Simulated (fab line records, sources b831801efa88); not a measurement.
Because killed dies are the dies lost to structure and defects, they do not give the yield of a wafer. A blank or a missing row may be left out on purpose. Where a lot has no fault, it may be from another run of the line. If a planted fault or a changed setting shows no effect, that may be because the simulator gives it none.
Which tool is to blame? | flow gf180mcu | Sampling: 11 lots, 33 wafers, 3 of 602 route steps

== WHAT EACH GAUGE READ, for each wafer ==
GF_M3_RS_MEAS_05: uses a four-point probe to measure.
lot  | measured     | on            | M3_ALCU_RS (ohm/sq)
L586 | day 21 01:28 | film-metro-02 | 0.0693 0.0701 0.0698
L587 | day 21 17:55 | film-metro-01 | 0.0690 0.0681 0.0685
L589 | day 22 09:08 | film-metro-02 | 0.0696 0.0696 0.0709
L590 | day 22 19:15 | film-metro-02 | 0.0701 0.0697 0.0702
L592 | day 23 11:04 | film-metro-03 | 0.0696 0.0696 0.0413
L602 | day 26 11:14 | film-metro-02 | 0.0694 0.0696 0.0687
L603 | day 27 01:07 | film-metro-03 | 0.0686 0.0687 0.0693
L604 | day 27 01:19 | film-metro-02 | 0.0700 0.0700 0.0697
L605 | day 27 09:41 | film-metro-02 | 0.0688 0.0684 0.0685
L606 | day 27 15:58 | film-metro-02 | 0.0694 0.0698 0.0694
L607 | day 27 23:54 | film-metro-02 | 0.0687 0.0684 0.0693

== EACH LOT AND THE TOOL THAT RAN IT (in order: tool; ch and the chambers of the sampled wafers; start) ==
lot  | GF_M3_SPUTTER_01             | GF_M3_SPUTTER_02
L586 | pvd-sputter-01, day 21 01:19 | pvd-sputter-01, day 21 01:20
L587 | pvd-sputter-02, day 21 17:48 | pvd-sputter-02, day 21 17:50
L589 | pvd-sputter-01, day 22 09:00 | pvd-sputter-01, day 22 09:02
L590 | pvd-sputter-01, day 22 19:07 | pvd-sputter-01, day 22 19:08
L592 | pvd-sputter-01, day 23 10:55 | pvd-sputter-01, day 23 10:57
L602 | pvd-sputter-03, day 26 11:07 | pvd-sputter-03, day 26 11:08
L603 | pvd-sputter-03, day 27 00:57 | pvd-sputter-03, day 27 00:59
L604 | pvd-sputter-01, day 27 01:09 | pvd-sputter-01, day 27 01:11
L605 | pvd-sputter-01, day 27 09:33 | pvd-sputter-01, day 27 09:35
L606 | pvd-sputter-01, day 27 15:50 | pvd-sputter-01, day 27 15:52
L607 | pvd-sputter-01, day 27 23:44 | pvd-sputter-01, day 27 23:46
- GF_M3_SPUTTER_01: material TiN, target thk 30 nm, time 25 s.
- GF_M3_SPUTTER_02: material AlCu, target thk 450 nm, time 23.9 s.

== THE ANSWER, worked out from the rows above alone ==
Rule: the usual values come from the lots themselves. The widest of any qualifying gaps counts: lots, ordered by their means at a reading, are off when they make up no more than a third of the lots, leave a main group of 4 or more, and stand apart from it by 3 or more times the standard deviation of that group's means. A main group whose means are all the same, to the digits that the tables above print for the reading, isn't used. Also off: a lot with no number at a reading for which 4 or more lots have one. The other lots that the step has rows for count as sound.
Off: at GF_M3_RS_MEAS_05 (M3_ALCU_RS), L592. Mean 0.0693 ohm/sq and standard deviation 0.00057 in the main group.
If a tool, at a process step before that reading, ran all the lots that are off and no sound lot after the first of them, it fits. The gauges at GF_M3_RS_MEAS_05 are tried like those tools. Of those tried, none fits.

== WHAT THE SIMULATOR HAD PUT IN ==
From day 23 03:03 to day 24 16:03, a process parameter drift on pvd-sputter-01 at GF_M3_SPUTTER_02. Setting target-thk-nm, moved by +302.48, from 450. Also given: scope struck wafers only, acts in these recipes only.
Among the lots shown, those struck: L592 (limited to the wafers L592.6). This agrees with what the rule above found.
